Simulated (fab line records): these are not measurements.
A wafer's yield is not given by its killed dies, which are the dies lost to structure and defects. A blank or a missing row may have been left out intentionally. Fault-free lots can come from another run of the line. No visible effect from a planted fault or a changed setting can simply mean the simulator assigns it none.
Which tool did it? + flow sky130 + 12 lots, 36 wafers sampled, at 1 step of a route of 708

WHAT THE GAUGES READ, wafer by wafer
SKY_METAL2_OVL_MEAS_16.
| lot  | measured     | on         | METAL2_OVL (nm) |
|------|--------------|------------|-----------------|
| L075 | day 35 04:28 | overlay-02 | 8 3 8           |
| L077 | day 36 02:29 | overlay-02 | -3 -2 -1        |
| L079 | day 36 12:32 | overlay-01 | 5 -4 -6         |
| L081 | day 37 15:50 | overlay-01 | -1 1 4          |
| L083 | day 38 01:47 | overlay-02 | 6 6 3           |
| L085 | day 38 15:14 | overlay-02 | -3 2 -4         |
| L087 | day 39 03:26 | overlay-01 | 4 -2 0          |
| L089 | day 39 13:53 | overlay-01 | -2 -13 -6       |
| L091 | day 40 02:44 | overlay-01 | 2 4 5           |
| L093 | day 40 18:38 | overlay-02 | -3 -2 3         |
| L095 | day 41 08:52 | overlay-02 | -4 0 -1         |
| L097 | day 41 17:53 | overlay-02 | 4 7 4           |

WHICH TOOL RAN EACH LOT (tool, then ch and the chambers of the sampled wafers, then the start)
The record shows no process step preceding these readings.

THE ANSWER, worked out from the rows above alone
Rule: the usual values come from the lots themselves. The widest of any qualifying gaps counts: lots, ordered by their means at a reading, are off when they make up no more than a third of the lots, leave a main group of 4 or more, and stand apart from it by 3 or more times the standard deviation of that group's means. If all means in a main group match to the digits the tables above print for the reading, that group is not used. Also off: a lot with no number at a reading for which 4 or more lots have one. Where the step has rows for the other lots, those lots are counted as sound.
Across all readings shown, no lot is off: no conclusion can be drawn from this.

WHAT HAD BEEN PUT IN BY THE SIMULATOR
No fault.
